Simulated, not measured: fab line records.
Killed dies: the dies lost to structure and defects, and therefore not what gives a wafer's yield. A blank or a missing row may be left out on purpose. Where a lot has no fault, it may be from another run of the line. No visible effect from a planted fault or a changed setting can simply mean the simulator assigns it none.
fab line records    flow sky130
[record] lots = 14  wafers = 42  lastDay = 50
route steps=708 shown VT_ADJUST_NCORE@130 VT_ADJUST_PCH@150 LDD_N@252 LDD_LDN@296 PAD_OPEN@708
lots with no fault: from the same line, run without faults
startH: hours from the record's first day to the start of the lot's first wafer shown    waitH: hours since the lot's step before    " unchanged from the row above    L1.1+2: several wafers, shown together as one row    - either no value or no given start    * or withheld: withheld    < > ~ a bound
route shown NAME@n: NAME is a module with steps in the file, n the number in the route of the first one    usual: mean/standard deviation of fault-free wafers    same: alike in all rows    chamber/n: place in a boat    sites: readings site by site    _std_site: how widely they spread, as a standard deviation    _edge_site: inner sites' mean taken away from outer sites' mean    radiusMm: for every site, how far away it sits from the centre of the wafer    mask NAME#n: copy n    behind: the most recent tool/chamber to have shaped the wafer    hold: why the lot was held/for how many hours/how that ended    device: which transistor (n, p or np) failed to switch    end of line: at the end of the route, the tests of the same wafers    step lacking rows: just its recipe    killed: dies that structure and defects cost at the first sort, which is not the same as the wafer's yield    map: shows each die of a wafer: x if killed, . if not, _ if none is there
set.NAME: the setting as run; set.NAME@STEP: as run at that earlier step    model.NAME: the simulator's own value behind a step, which no gauge read
a sample of lots followed through the steps of the route, with each step as a table and each wafer as a row
services: from which hour (startH, from the record's first day; less than 0 if before it) a tool's chamber was out of use, for how many hours, and why
[[steps]]
[step SKY_VT_ADJUST_NCORE_TW_MEAS_11]
[usual] VT_ADJUST_NCORE_TW = 216.6/2.7
lot.wafer  tool          chamber  startH  waitH  VT_ADJUST_NCORE_TW
L324.2     filmMetro-02  -        184.55  0.1    219.5
L324.4     "             -        "       "      218.4
L324.5     "             -        "       "      218.7
L325.1     filmMetro-02  -        196.09  0.1    217.5
L325.3     "             -        "       "      218.4
L325.5     "             -        "       "      218.9
L326.2     filmMetro-04  -        199.47  0.1    215.9
L326.4     "             -        "       "      214.5
L326.5     "             -        "       "      215.9
L334.1     filmMetro-04  -        260.44  0.1    212.3
L334.3     "             -        "       "      214.2
L334.4     "             -        "       "      213.2
L332.1     filmMetro-04  -        261.21  0.1    214.6
L332.5     "             -        "       "      213.3
L332.6     "             -        "       "      213.9
L336.2     filmMetro-04  -        280.65  0.1    212.1
L336.5     "             -        "       "      212.9
L336.6     "             -        "       "      211.9
L338.2     filmMetro-03  -        288.85  0.1    218.0
L338.3     "             -        "       "      219.0
L338.4     "             -        "       "      218.3
L340.2     filmMetro-04  -        297.00  0.1    212.3
L340.3     "             -        "       "      213.6
L340.5     "             -        "       "      213.0
L341.1     filmMetro-04  -        310.66  0.1    213.0
L341.3     "             -        "       "      212.8
L341.5     "             -        "       "      213.2
L342.1     filmMetro-02  -        317.11  0.1    217.1
L342.5     "             -        "       "      216.7
L342.6     "             -        "       "      216.5
L343.1     filmMetro-04  -        321.54  0.1    212.3
L343.3     "             -        "       "      212.4
L343.4     "             -        "       "      212.9
L344.2     filmMetro-03  -        325.30  0.1    220.0
L344.4     "             -        "       "      221.0
L344.5     "             -        "       "      222.0
L345.1     filmMetro-03  -        342.34  0.1    219.5
L345.2     "             -        "       "      219.6
L345.6     "             -        "       "      219.8
L346.3     filmMetro-02  -        350.73  0.1    218.1
L346.5     "             -        "       "      217.6
L346.6     "             -        "       "      218.9
[step SKY_VT_ADJUST_PCH_OVL_MEAS_07]
[usual] VT_ADJUST_PCH_OVL = 0.5/1.3
lot.wafer  tool        chamber  startH  waitH  VT_ADJUST_PCH_OVL[nm]
L324.2     overlay-02  -        227.96  -      3.3
L324.4     "           -        "       "      4.2
L324.5     "           -        "       "      3.5
L325.1     overlay-02  -        239.54  -      0.8
L325.3     "           -        "       "      0.3
L325.5     "           -        "       "      0.8
L326.2     overlay-02  -        243.69  -      -1.0
L326.4     "           -        "       "      0.9
L326.5     "           -        "       "      0.4
L334.1     overlay-02  -        310.44  -      -1.5
L334.3     "           -        "       "      -2.1
L334.4     "           -        "       "      -0.5
L332.1     overlay-02  -        311.39  -      2.1
L332.5     "           -        "       "      1.0
L332.6     "           -        "       "      1.1
L336.2     overlay-01  -        331.86  -      1.5
L336.5     "           -        "       "      0.1
L336.6     "           -        "       "      0.9
L338.2     overlay-01  -        339.96  -      2.1
L338.3     "           -        "       "      0.9
L338.4     "           -        "       "      0.6
L340.2     overlay-01  -        349.66  -      0.1
L340.3     "           -        "       "      0.6
L340.5     "           -        "       "      0.3
L341.1     overlay-01  -        364.05  -      0.8
L341.3     "           -        "       "      0.7
L341.5     "           -        "       "      1.2
L342.1     overlay-02  -        370.75  -      2.0
L342.5     "           -        "       "      2.7
L342.6     "           -        "       "      -0.7
L343.1     overlay-02  -        376.00  -      -1.4
L343.3     "           -        "       "      -1.4
L343.4     "           -        "       "      -1.5
L344.2     overlay-01  -        378.69  -      -0.5
L344.4     "           -        "       "      1.5
L344.5     "           -        "       "      1.5
L345.1     overlay-01  -        396.19  -      0.7
L345.2     "           -        "       "      0.7
L345.6     "           -        "       "      -0.6
L346.3     overlay-02  -        405.52  -      0.5
L346.5     "           -        "       "      0.5
L346.6     "           -        "       "      -1.3
[step SKY_LDD_N_IMPLANT_15]
[recipe] species = BF2  energyKev = 50  doseCm2 = 5e+12  tiltDeg = 30  rotationDeg = 270
[usual] doseIonsCm2 = 4.999e+12/5e+09  faradayCurrentUA = 28.1/0.59
lot.wafer  tool          chamber  startH  waitH  doseIonsCm2  faradayCurrentUA
L324.2     implanter-04  0        412.02  0.1    5e+12        27.5
L324.4     "             0        "       "      4.997e+12    28.1
L324.5     "             0        "       "      5.003e+12    28.0
L325.1     implanter-04  0        415.42  0.1    5.001e+12    28.7
L325.3     "             0        "       "      5.001e+12    27.2
L325.5     "             0        "       "      5.008e+12    27.9
L326.2     implanter-02  0        423.74  0.1    5.001e+12    29.1
L326.4     "             0        "       "      5.002e+12    27.6
L326.5     "             0        "       "      5.002e+12    27.5
L334.1     implanter-04  0        505.42  0.1    4.689e+12    25.8
L334.3     "             0        "       "      4.691e+12    26.2
L334.4     "             0        "       "      4.689e+12    26.1
L332.1     implanter-04  0        508.56  0.1    4.697e+12    25.7
L332.5     "             0        "       "      4.696e+12    26.1
L332.6     "             0        "       "      4.69e+12     26.6
L336.2     implanter-01  0        529.24  0.1    4.995e+12    28.1
L336.5     "             0        "       "      5.001e+12    28.6
L336.6     "             0        "       "      5.008e+12    28.6
L338.2     implanter-02  0        552.64  0.1    4.999e+12    28.2
L338.3     "             0        "       "      5.006e+12    28.2
L338.4     "             0        "       "      5.003e+12    27.8
L340.2     implanter-02  0        555.35  0.1    4.988e+12    28.1
L340.3     "             0        "       "      4.994e+12    27.7
L340.5     "             0        "       "      5e+12        28.3
L341.1     implanter-02  0        563.52  0.1    5e+12        29.0
L341.3     "             0        "       "      4.999e+12    29.4
L341.5     "             0        "       "      5.002e+12    27.6
L342.1     implanter-04  0        568.62  0.1    5.007e+12    28.4
L342.5     "             0        "       "      5.002e+12    28.6
L342.6     "             0        "       "      5.002e+12    28.0
L343.1     implanter-01  0        572.22  0.1    5.007e+12    28.1
L343.3     "             0        "       "      4.996e+12    28.1
L343.4     "             0        "       "      5.009e+12    29.9
L344.2     implanter-04  0        575.44  0.1    5.002e+12    28.5
L344.4     "             0        "       "      5.001e+12    28.4
L344.5     "             0        "       "      4.998e+12    28.6
L345.1     implanter-04  0        593.92  0.1    4.991e+12    28.7
L345.2     "             0        "       "      4.995e+12    28.4
L345.6     "             0        "       "      4.988e+12    28.2
L346.3     implanter-01  0        601.04  0.1    5.005e+12    27.6
L346.5     "             0        "       "      5.011e+12    28.0
L346.6     "             0        "       "      5.001e+12    28.0
[step SKY_LDD_LDN_OVL_MEAS_07]
[usual] LDD_LDN_OVL = -0.9/1.4
lot.wafer  tool        chamber  startH  waitH  LDD_LDN_OVL[nm]
L324.2     overlay-01  -        533.29  0.1    -1.4
L324.4     "           -        "       "      0.3
L324.5     "           -        "       "      -1.0
L325.1     overlay-02  -        535.73  0.1    0.2
L325.3     "           -        "       "      -1.7
L325.5     "           -        "       "      -0.1
L326.2     overlay-02  -        546.36  0.1    -0.5
L326.4     "           -        "       "      -0.2
L326.5     "           -        "       "      -0.4
L334.1     overlay-01  -        623.83  0.1    0.5
L334.3     "           -        "       "      -0.2
L334.4     "           -        "       "      -0.6
L332.1     overlay-02  -        626.26  0.1    -1.6
L332.5     "           -        "       "      0.3
L332.6     "           -        "       "      -1.0
L336.2     overlay-02  -        647.49  0.1    -0.5
L336.5     "           -        "       "      -0.4
L336.6     "           -        "       "      0.3
L338.2     overlay-02  -        668.14  0.1    1.2
L338.3     "           -        "       "      1.4
L338.4     "           -        "       "      1.9
L340.2     overlay-01  -        672.34  0.1    0.1
L340.3     "           -        "       "      0.6
L340.5     "           -        "       "      -0.4
L341.1     overlay-01  -        678.78  0.1    -1.4
L341.3     "           -        "       "      -2.9
L341.5     "           -        "       "      -2.3
L342.1     overlay-01  -        683.73  0.1    -2.6
L342.5     "           -        "       "      -1.1
L342.6     "           -        "       "      -3.0
L343.1     overlay-01  -        687.94  0.1    -4.1
L343.3     "           -        "       "      -2.9
L343.4     "           -        "       "      -3.0
L344.2     overlay-02  -        690.29  0.1    -2.6
L344.4     "           -        "       "      -1.8
L344.5     "           -        "       "      -0.9
L345.1     overlay-02  -        707.18  0.1    -2.5
L345.2     "           -        "       "      -0.1
L345.6     "           -        "       "      -1.7
L346.3     overlay-01  -        715.17  0.1    -0.4
L346.5     "           -        "       "      -2.8
L346.6     "           -        "       "      -1.0
[step SKY_PAD_OPEN_PROBE_99]
[usual] killed_at_M0_to_M3 = 43/6.5  killed_at_M4_up = 3.1/1.8  killedAtContacts = 24/4.8  killedAtFrontEnd = 15/4.7  killedAtOther = 0.3/0.58  killedDies = 86/8.6  killedOpen = 47/6.7  killedShort = 39/6.1
[same] grossDies = 492  killedAtBackSide = 0
lot.wafer  tool       chamber  startH   waitH  killed_at_M0_to_M3  killed_at_M4_up  killedAtContacts  killedAtFrontEnd  killedAtOther  killedDies  killedOpen  killedShort
L325.1     prober-01  -        1078.40  0.1    40                  3                24                15                0              82          56          26
L325.3     prober-01  -        1078.50  0.2    47                  4                18                24                0              93          59          34
L325.5     prober-01  -        1078.60  0.2    38                  2                20                9                 1              70          36          34
// killed by level:class
L325.1 VIA1:geometricParticle:open=10 LI_CONTACT:geometricParticle:open=9 VIA2:geometricParticle:open=9 CONTACT:geometricParticle:open=7 POLY_GATE:geometricParticle:open=6 VIA3:geometricParticle:open=6 FIELD_ISO:geometricParticle:open=3 METAL1:geometricParticle:short=3
L325.3 VIA1:geometricParticle:open=13 VIA3:geometricParticle:open=12 POLY_GATE:geometricParticle:open=8 FIELD_ISO:geometricParticle:open=7 LI_CONTACT:geometricParticle:open=7 METAL1:geometricParticle:short=6 POLY_GATE:geometricParticle:short=5 CONTACT:geometricParticle:open=5
L325.5 VIA1:geometricParticle:open=8 VIA1:geometricParticle:short=7 CONTACT:geometricParticle:open=6 METAL2:geometricParticle:short=5 VIA3:geometricParticle:open=5 POLY_GATE:geometricParticle:short=4 LI_CONTACT:geometricParticle:open=4 CONTACT:geometricParticle:short=4
[[services]]
tool          chamber  startH  hours  kind
implanter-01  -        404.18  5.0    repair
implanter-04  -        432.14  2.2    repair
implanter-01  -        467.91  3.4    pm
implanter-02  -        472.74  2.0    repair
implanter-02  -        486.66  2.1    pm
implanter-01  -        500.76  0.9    repair
implanter-01  -        512.18  5.8    repair
implanter-04  -        521.01  0.5    repair
implanter-02  -        548.05  1.2    repair
[[key]]
[firstSign] step = SKY_LDD_N_IMPLANT_15  reading = doseIonsCm2  direction = down  sigmas = 61  usual = *  struck = *
[effect] step = SKY_LDD_N_IMPLANT_15  reading = faradayCurrentUA  direction = down  sigmas = 3.4  usual = 28.1  struck = 26.1
metAt SKY_LDD_N_IMPLANT_15
struckLots L332,L334
testerLeftOut L332,L334
notActingAt SKY_VT_ADJUST_NCORE_TW_MEAS_11,SKY_VT_ADJUST_PCH_OVL_MEAS_07,SKY_LDD_LDN_OVL_MEAS_07
onsetBetween 415.42 505.42
[fault] kind = processParameterDrift  tool = implanter-04  chamber = -  onsetH = 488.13  steps = SKY_LDD_N_IMPLANT_15  channel = doseCm2  offset = *  shape = step  endH = 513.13  actsIn = *  stated = *
// testerLeftOut: of these lots the tester's yield and bins aren't shown, on N5 and GAA mostly nor the transistor test; their killed dies are dies lost to structure and defects alone, not to doping, threshold or leakage, so they don't give the yield
